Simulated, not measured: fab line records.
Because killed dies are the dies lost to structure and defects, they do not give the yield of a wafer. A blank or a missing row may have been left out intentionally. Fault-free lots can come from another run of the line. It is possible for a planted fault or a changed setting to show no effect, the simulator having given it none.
2 desks, one fault | flow gf180mcu | numbers are kept per desk, each desk with only its own; the story behind them comes last

## DESK OF THE TOOL OWNER: cvdW-01
The tool's own readings at GF_V2_CVD_23 (deposits W, target thk 350 nm, time 104.94 s): means of the sampled wafers that have a number, for each lot that ran on this tool. If a lot's mean is further than 4 standard deviations from the usual mean, the lot is out of limits and carries the mark OUT (the distance appears in the brackets).
Columns: A = chamberPressureTorr at GF_V2_CVD_23, usual 39.99 Torr; B = heaterPowerW at GF_V2_CVD_23, usual 870 W
lot  | first seen here | A     | B
L982 | day 21 01:08    | 40.03 | 891
L983 | day 21 17:19    | 40.00 | 900
L985 | day 22 10:02    | 40.07 | 813
L990 | day 24 02:19    | 39.96 | 948
L992 | day 24 17:41    | 40.03 | 905
L993 | day 25 00:52    | 39.92 | 912
L100 | day 27 04:34    | 39.96 | 872
Finding of this desk: none of the 7 lots has anything out of limits.

## AT THE METROLOGY DESK
Means of the sampled wafers that have a number, per lot and without regard to the tool the lot ran on: this is what the gauges read. If a lot's mean is further than 4 standard deviations from the usual mean, the lot is out of limits and carries the mark OUT (the distance appears in the brackets).
Columns: A = V5_CVD_02_THK at GF_V5_THK_MEAS_03, usual 1449 nm; B = V5_W_RS at GF_V5_RS_MEAS_24, usual 0.330 ohm/sq; C = PASSIVATION_BOW at GF_PASSIVATION_BOW_MEAS_14, usual 139 um
lot  | first seen here | A    | B     | C
L982 | day 26 20:42    | 1411 | 0.330 | 134
L983 | day 27 12:07    | 1447 | 0.326 | 139
L984 | day 27 18:01    | 1458 | 0.329 | 151
L985 | day 28 03:23    | 1458 | 0.327 | 142
L986 | day 28 04:41    | 1465 | 0.324 | 141
L987 | day 28 15:57    | 1429 | 0.332 | 125
L988 | day 28 18:47    | 1456 | 0.330 | 124
L990 | day 29 15:04    | 1457 | 0.334 | 145
L991 | day 30 02:18    | 1465 | 0.331 | 142
L992 | day 30 03:15    | 1445 | 0.323 | 134
L993 | day 30 08:37    | 1450 | 0.328 | 126
L100 | day 32 04:08    | 1456 | 0.326 | 126
L103 | day 32 20:09    | 1433 | 0.331 | 137
Finding of this desk: none of the 13 lots has anything out of limits.

## BROUGHT TOGETHER
The desk of the tool owner found nothing out of limits.
The metrology desk saw nothing out of limits.

## WHAT THE SIMULATOR PUT IN
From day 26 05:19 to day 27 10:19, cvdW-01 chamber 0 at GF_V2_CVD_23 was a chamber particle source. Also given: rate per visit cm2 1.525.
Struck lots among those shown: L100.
